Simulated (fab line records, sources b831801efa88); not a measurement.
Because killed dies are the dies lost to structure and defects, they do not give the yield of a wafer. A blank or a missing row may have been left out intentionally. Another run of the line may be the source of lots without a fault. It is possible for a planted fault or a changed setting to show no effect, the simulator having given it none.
Matching of chambers :: flow sky130 :: SKY_POLY_GATE_ETCH_16 on rie_diel-04 has 4 sister chambers
The step etches Si3N4 in CH3F/O2, stops on poly-Si, time 147.5 s, target depth 75 nm. 8 wafers are shown with their chamber, then 7 later ones without.

WAFERS WITH THEIR CHAMBER
wafer: L082.1
chamber: 2
oes_product_au (a.u.): 0.642
chamber_pressure_mTorr (mTorr): 25.008

wafer: L082.6
chamber: 3
oes_product_au (a.u.): 0.635
chamber_pressure_mTorr (mTorr): 24.997

wafer: L081.1
chamber: 3
oes_product_au (a.u.): 0.635
chamber_pressure_mTorr (mTorr): 24.980

wafer: L081.4
chamber: 0
oes_product_au (a.u.): 0.639
chamber_pressure_mTorr (mTorr): 24.974

wafer: L085.1
chamber: 2
oes_product_au (a.u.): 0.630
chamber_pressure_mTorr (mTorr): 25.029

wafer: L085.2
chamber: 0
oes_product_au (a.u.): 0.638
chamber_pressure_mTorr (mTorr): 24.980

wafer: L089.1
chamber: 1
oes_product_au (a.u.): 0.638
chamber_pressure_mTorr (mTorr): 24.952

wafer: L089.5
chamber: 1
oes_product_au (a.u.): 0.638
chamber_pressure_mTorr (mTorr): 24.985

WAFERS MISSING THEIR CHAMBER
wafer: L089.6
oes_product_au (a.u.): 0.638
chamber_pressure_mTorr (mTorr): 25.004

wafer: L091.2
oes_product_au (a.u.): 0.647
chamber_pressure_mTorr (mTorr): 24.984

wafer: L091.4
oes_product_au (a.u.): 0.648
chamber_pressure_mTorr (mTorr): 25.031

wafer: L091.6
oes_product_au (a.u.): 0.638
chamber_pressure_mTorr (mTorr): 24.978

wafer: L097.3
oes_product_au (a.u.): 0.646
chamber_pressure_mTorr (mTorr): 24.997

wafer: L097.4
oes_product_au (a.u.): 0.640
chamber_pressure_mTorr (mTorr): 24.983

wafer: L097.6
oes_product_au (a.u.): 0.644
chamber_pressure_mTorr (mTorr): 24.990

EACH ONE'S CHAMBER
wafer: L089.6
from the rows above: can't be placed: 2 or 3 or 0 or 1
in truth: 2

wafer: L091.2
from the rows above: can't be placed: 0 or 1 or 3 or 2
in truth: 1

wafer: L091.4
from the rows above: can't be placed: 2 or 3 or 0 or 1
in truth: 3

wafer: L091.6
from the rows above: can't be placed: 0 or 1 or 3
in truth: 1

wafer: L097.3
from the rows above: can't be placed: 0 or 3 or 1 or 2
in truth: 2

wafer: L097.4
from the rows above: can't be placed: 0 or 1 or 3 or 2
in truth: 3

wafer: L097.6
from the rows above: can't be placed: 0 or 1 or 3 or 2
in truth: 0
Correctly placed: 0 of 7. Can't be placed from these rows: 7 (the true chamber is among the candidates in 7). Placed wrongly: 0.
How it was worked out, from the rows above alone: a wafer's distance from a chamber is the root of the sum, over the readings, of the square of ((its reading less the chamber's mean) divided by the reading's scatter). The wafer belongs to the nearest chamber; if the next one is less than 2 further off, it can't be placed. Each chamber's mean is taken over the wafers shown for it. The scatter: the root of (the sum of the squares of (reading less its chamber's mean) over the shown wafers, divided by (wafers less chambers)).
